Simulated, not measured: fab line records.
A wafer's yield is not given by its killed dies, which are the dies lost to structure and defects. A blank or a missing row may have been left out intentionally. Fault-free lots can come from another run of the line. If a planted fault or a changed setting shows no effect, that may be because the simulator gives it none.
Which tool was responsible? | flow gf180mcu | 7 lots, 21 wafers sampled, at 3 steps of a route of 602

## WHAT THE GAUGES SHOWED, per wafer
GF_SAB_CD_MEAS_09 targets a cd of 420 nm.
lot  | measured     | on        | cd_nm (nm)
L572 | day 15 11:54 | cd_sem-01 | 421.1 421.8 418.0
L577 | day 17 10:08 | cd_sem-02 | 416.6 418.5 419.0
L579 | day 18 01:58 | cd_sem-02 | 420.4 422.2 419.9
L582 | day 19 03:01 | cd_sem-02 | 414.8 416.2 418.1
L585 | day 20 16:35 | cd_sem-02 | 421.6 419.1 420.2
L591 | day 22 10:01 | cd_sem-01 | 534.6 532.4 534.7 534.4 532.4 534.7
L593 | day 22 17:12 | cd_sem-01 | 533.2 530.7 531.7 533.0 530.6 531.4

## WHICH TOOL RAN EACH LOT (tool, then ch and the chambers of the sampled wafers, then the start)
lot  | GF_HV_LDD_STRIP_10                   | GF_SAB_DEVELOP_08
L572 | plasma_asher-04 ch 0,1, day 10 08:19 | litho_track-01 ch 0, day 15 11:45
L577 | plasma_asher-02 ch 0, day 11 22:25   | litho_track-04 ch 0, day 17 09:59
L579 | plasma_asher-04 ch 0, day 12 11:31   | litho_track-04 ch 0, day 18 01:49
L582 | plasma_asher-02 ch 1, day 13 10:07   | litho_track-01 ch 0, day 19 02:52
L585 | plasma_asher-03 ch 0, day 14 18:05   | litho_track-03 ch 0, day 20 16:27
L591 | plasma_asher-04 ch 0,1, day 16 09:13 | litho_track-01 ch 0, day 22 09:52
L593 | plasma_asher-04 ch 0,1, day 16 15:52 | litho_track-01 ch 0, day 22 17:03
- GF_HV_LDD_STRIP_10: strips in O2/N2.
- GF_SAB_DEVELOP_08: develop time 60 s.

## THE ANSWER, worked out from the rows above alone
Rule: the lots themselves supply what counts as usual. The widest of any qualifying gaps counts: lots, ordered by their means at a reading, are off when they make up no more than a third of the lots, leave a main group of 4 or more, and stand apart from it by 3 or more times the standard deviation of that group's means. If all means in a main group match to the digits the tables above print for the reading, that group is not used. A lot without any number at a reading at which 4 lots or more have one is off too. Any other lot the step has rows for is counted as sound.
Off: L591, L593 (GF_SAB_CD_MEAS_09, cd_nm). Main group: mean 419.2 nm, sd 1.7.
A tool fits if, at a process step before that reading, it ran every lot that is off, and no sound lot after the first of them. Those tools and the gauges at GF_SAB_CD_MEAS_09 are tried in the same way. Can't be told from this: 3 tools fit, plasma_asher-04 at GF_HV_LDD_STRIP_10, litho_track-01 at GF_SAB_DEVELOP_08, cd_sem-01 at GF_SAB_CD_MEAS_09.

## WHAT WAS PUT IN BY THE SIMULATOR
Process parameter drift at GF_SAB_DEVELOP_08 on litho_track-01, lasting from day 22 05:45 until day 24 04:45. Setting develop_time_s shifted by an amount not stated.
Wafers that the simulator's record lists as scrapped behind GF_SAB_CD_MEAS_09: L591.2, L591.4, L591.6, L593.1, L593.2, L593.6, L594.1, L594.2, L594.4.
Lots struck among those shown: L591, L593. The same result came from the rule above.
